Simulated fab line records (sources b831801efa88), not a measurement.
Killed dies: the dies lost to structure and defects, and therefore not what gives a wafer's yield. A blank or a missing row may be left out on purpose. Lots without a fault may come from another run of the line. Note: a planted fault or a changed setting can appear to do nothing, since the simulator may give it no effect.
Struck lot and sound lot, side by side ; flow sky130 ; 14 steps out of a route of 708
Sound: these wafers, L123.1, L123.2, L123.6. Wafers struck: L110.4, L110.5. The cause is named last.
Per side, at each step with rows, come the tool, then ch with its chambers, and then its first start. Under that, the readings that differ: sound wafers ; struck wafers ; difference of the means ; sigmas: that difference in standard deviations of wafers without a fault.
alike: words and numbers the same on both sides, and readings whose means are apart by under 2 such deviations; not compared: readings that were withheld, readings missing a value for some wafer, numbers with overlapping values and no deviation given by the record, and bounds like >300 which may hide the same value.
The two part at a step that has a row with sigmas, a row that says differs or no value, or rows on one side only. When numbers do not overlap yet have no deviation, they are printed without sigmas and do not part them. Lack of a reading on every wafer of one side parts them only where that side has two or more wafers.

first, 5 steps without rows for these wafers: SKY_LI_CONTACT_COAT_07 (resist thk 450 nm); SKY_LI_CONTACT_SOFTBAKE_08 (time 90 s); SKY_LI_CONTACT_EXPOSE_09 (exposes mask LICM1, target cd 170 nm); SKY_LI_CONTACT_PEB_10; SKY_LI_CONTACT_DEVELOP_11 (develop time 60 s).
SKY_LI_CONTACT_CD_MEAS_12 targets a cd of 170 nm.
  struck on cd_sem-02, day 31 11:52; sound on cd_sem-02, day 35 08:31
  alike: cd_nm
SKY_LI_CONTACT_OVL_MEAS_13:
  struck on overlay-02, day 31 11:56; sound on overlay-01, day 35 08:38
reading;sound;struck;difference;sigmas
LI_CONTACT_OVL (nm);-13 -12 -9;3 7;+16;+3
SKY_LI_CONTACT_ETCH_14: etches BARC in N2/H2, stops on SiO2, time 45.9 s, target depth 60 nm.
  sound on rie_diel-03 ch 0,1,3, day 35 08:41; struck on rie_diel-02 ch 3, day 31 11:58
  alike: drypump_motor_current_A, oes_product_au, throttle_valve_pct
  not compared: rf_hours_counter_h
SKY_LI_CONTACT_ETCH_15: etches PSG in C4F8/O2/Ar, stops on Si, target depth 600 nm.
  sound on rie_diel-03 ch 0,1,3, day 35 08:43; struck on rie_diel-02 ch 3, day 31 12:00
  alike: oes_product_au
SKY_LI_CONTACT_STRIP_16: strips in O2/N2.
  sound on plasma_asher-01 ch 0,1, day 35 08:49; struck on plasma_asher-04 ch 0,1, day 31 12:07
  alike: drypump_motor_current_A, oes_product_au, strip_time_to_endpoint_s
  not compared: rf_hours_counter_h
then, 2 steps without rows for these wafers: SKY_LI_CONTACT_CLEAN_17 (cleans in NMP, time 600 s); SKY_LI_CONTACT_PRE_CLEAN_18 (time 5.6 s).
SKY_LI_CONTACT_SPUTTER_19: material Ti, target thk 20 nm, time 106.37 s.
  struck on pvd_sputter-04, day 31 12:23; sound on pvd_sputter-04, day 35 09:06
reading;sound;struck;difference;sigmas
model.Ti_of_LI_CONTACT_SPUTTER_19.thk_nm (nm);19.84 19.72 20.04;21.68 21.63;+1.79;
  alike: throttle_valve_pct
SKY_LI_CONTACT_SPUTTER_20: material TiN, target thk 20 nm, time 80 s.
  struck on pvd_sputter-04, day 31 12:28; sound on pvd_sputter-04, day 35 09:11
  alike: throttle_valve_pct

== WHERE THEY PART ==
Only at SKY_LI_CONTACT_OVL_MEAS_13, as far as this record shows. Later steps at which nothing parts them and some readings are alike: SKY_LI_CONTACT_ETCH_14, SKY_LI_CONTACT_ETCH_15, SKY_LI_CONTACT_STRIP_16, SKY_LI_CONTACT_SPUTTER_19, SKY_LI_CONTACT_SPUTTER_20.

WHY: whatever the simulator had introduced
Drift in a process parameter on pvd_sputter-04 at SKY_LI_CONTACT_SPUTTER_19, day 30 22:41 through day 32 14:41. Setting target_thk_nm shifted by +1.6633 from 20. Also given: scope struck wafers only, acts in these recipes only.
